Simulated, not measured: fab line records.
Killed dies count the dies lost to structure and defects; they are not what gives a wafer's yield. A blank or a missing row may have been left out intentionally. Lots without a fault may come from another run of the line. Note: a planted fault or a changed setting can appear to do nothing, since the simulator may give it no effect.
The tool behind it: which one? -- flow sky130 -- 39 wafers from 13 lots sampled at 5 of the route's 708 steps

== WHAT THE GAUGES SHOWED, per wafer ==
SKY_RES_XHIGH_TW_MEAS_09.
lot,measured,on,RES_XHIGH_TW
L734,day 26 23:20,film-metro-02,1645 1640 1643
L736,day 27 12:12,film-metro-01,1646 1645 1650
L738,day 29 02:04,film-metro-02,1654 1641 1640
L739,day 29 02:26,film-metro-02,1637 1643 1643
L742,day 29 12:29,film-metro-02,1641 1647 1636
L743,day 29 22:59,film-metro-03,30 30 30
L750,day 32 04:58,film-metro-01,1646 1651 1648
L752,day 32 12:17,film-metro-03,1636 1629 1635
L754,day 33 13:29,film-metro-03,1631 1638 1620
L753,day 33 14:08,film-metro-01,1651 1651 1666
L755,day 33 17:25,film-metro-03,1631 1625 1633
L756,day 33 22:43,film-metro-03,1632 1634 1633
L757,day 34 06:48,film-metro-02,1632 1633 1628

SKY_SD_N_CD_MEAS_07 targets a cd of 380 nm.
lot,measured,on,cd-nm (nm)
L734,day 28 03:14,cd-sem-01,380.6 382.5 382.0
L736,day 28 16:32,cd-sem-02,378.3 377.6 378.1
L738,day 30 05:47,cd-sem-02,378.2 378.2 378.9
L739,day 30 05:58,cd-sem-01,379.1 379.4 382.9
L742,day 30 15:41,cd-sem-01,381.6 381.6 378.5
L743,day 31 02:35,cd-sem-01,377.8 378.3 379.1
L750,day 33 08:01,cd-sem-01,376.0 378.0 376.5
L752,day 33 15:01,cd-sem-01,379.0 375.9 377.9
L754,day 34 15:23,cd-sem-01,378.4 378.8 379.6
L753,day 34 16:52,cd-sem-01,386.3 383.8 383.8
L755,day 34 19:27,cd-sem-02,374.6 376.6 377.6
L756,day 35 00:41,cd-sem-02,375.3 374.5 376.2
L757,day 35 08:55,cd-sem-02,382.3 382.2 382.1

SKY_LOCAL_INTERCONNECT_OVL_MEAS_12.
lot,measured,on,LOCAL_INTERCONNECT_OVL (nm)
L734,day 30 14:49,overlay-02,3 6 9
L736,day 31 04:14,overlay-02,9 9 1
L738,day 32 16:27,overlay-02,-4 -12 -5
L739,day 32 17:36,overlay-01,-4 -3 -3
L742,day 33 02:08,overlay-01,13 7 8
L743,day 33 11:56,overlay-01,3 -4 -5
L750,day 35 16:21,overlay-02,9 4 7
L752,day 35 22:45,overlay-02,5 6 8
L754,day 36 23:05,overlay-01,4 4 7
L753,day 37 00:26,overlay-01,2 3 4
L755,day 37 02:56,overlay-02,5 5 5
L756,day 37 08:22,overlay-01,11 5 4
L757,day 37 15:59,overlay-02,4 4 4

== TOOL THAT RAN EACH LOT (tool first, then ch and the chambers of the sampled wafers, then the start) ==
lot,SKY_RES_XHIGH_EXPOSE_04,SKY_LI_CONTACT_SPUTTER_19
L734,"iline-stepper-02 ch 0, day 26 09:17","pvd-sputter-03, day 29 10:01"
L736,"iline-stepper-01 ch 0, day 26 21:32","pvd-sputter-03, day 29 23:04"
L738,"iline-stepper-02 ch 0, day 28 12:05","pvd-sputter-04, day 31 12:01"
L739,"iline-stepper-01 ch 0, day 28 12:50","pvd-sputter-02, day 31 12:21"
L742,"iline-stepper-02 ch 0, day 28 22:53","pvd-sputter-02, day 31 21:46"
L743,"iline-stepper-01 ch 0, day 29 08:12","pvd-sputter-02, day 32 08:12"
L750,"iline-stepper-01 ch 0, day 31 14:56","pvd-sputter-02, day 34 12:35"
L752,"iline-stepper-02 ch 0, day 31 22:25","pvd-sputter-03, day 34 19:41"
L754,"iline-stepper-02 ch 0, day 32 23:21","pvd-sputter-03, day 35 20:10"
L753,"iline-stepper-01 ch 0, day 33 00:44","pvd-sputter-04, day 35 21:40"
L755,"iline-stepper-01 ch 0, day 33 03:37","pvd-sputter-03, day 35 23:44"
L756,"iline-stepper-02 ch 0, day 33 08:49","pvd-sputter-02, day 36 05:38"
L757,"iline-stepper-02 ch 0, day 33 18:14","pvd-sputter-04, day 36 13:05"
- SKY_RES_XHIGH_EXPOSE_04: exposes mask URPM, target cd 1270 nm.
- SKY_LI_CONTACT_SPUTTER_19: material Ti, target thk 20 nm, time 106.37 s.

== WHAT THE TOOLS THEMSELVES READ (means of the sampled wafers that have a number; where no wafer has one, the mark that the record gives instead) ==
SKY_LI_CONTACT_SPUTTER_19.
lot,tool,cathode-dc-power-W (W),throttle-valve-pct (%)
L734,pvd-sputter-03,2499.8,29.6
L736,pvd-sputter-03,2499.6,29.9
L738,pvd-sputter-04,2500.0,30.0
L739,pvd-sputter-02,2499.8,31.0
L742,pvd-sputter-02,2500.0,31.5
L743,pvd-sputter-02,2500.0,30.8
L750,pvd-sputter-02,2500.3,29.4
L752,pvd-sputter-03,2500.3,29.5
L754,pvd-sputter-03,2500.1,29.7
L753,pvd-sputter-04,2500.2,29.4
L755,pvd-sputter-03,2499.8,29.4
L756,pvd-sputter-02,2500.4,30.9
L757,pvd-sputter-04,2500.6,28.9

== THE ANSWER, worked out from the rows above alone ==
Rule: the usual values come from the lots themselves. The widest of any qualifying gaps counts: lots, ordered by their means at a reading, are off when they make up no more than a third of the lots, leave a main group of 4 or more, and stand apart from it by 3 or more times the standard deviation of that group's means. A main group is skipped when, at the precision printed for the reading in the tables above, its means are all equal. A lot without any number at a reading at which 4 lots or more have one is off too. The other lots that the step has rows for count as sound. The gauges are gone through in route order, then the tools' own readings, and for those a lot's mean is taken as printed above. At the first step where some lot is off, the reading lying furthest off is the one used; lots without a number count as furthest.
Off: L743, at SKY_RES_XHIGH_TW_MEAS_09 (RES_XHIGH_TW). Mean 1640 and standard deviation 8.1 in the main group.
If a tool, at a process step before that reading, ran all the lots that are off and no sound lot after the first of them, it fits. Not tried: the gauges at SKY_RES_XHIGH_TW_MEAS_09; whatever is off there is also off at SKY_LOCAL_INTERCONNECT_OVL_MEAS_12, on other tools, and gauge error can't account for it. Of those tried, none fits.

== WHAT THE SIMULATOR HAD INSERTED ==
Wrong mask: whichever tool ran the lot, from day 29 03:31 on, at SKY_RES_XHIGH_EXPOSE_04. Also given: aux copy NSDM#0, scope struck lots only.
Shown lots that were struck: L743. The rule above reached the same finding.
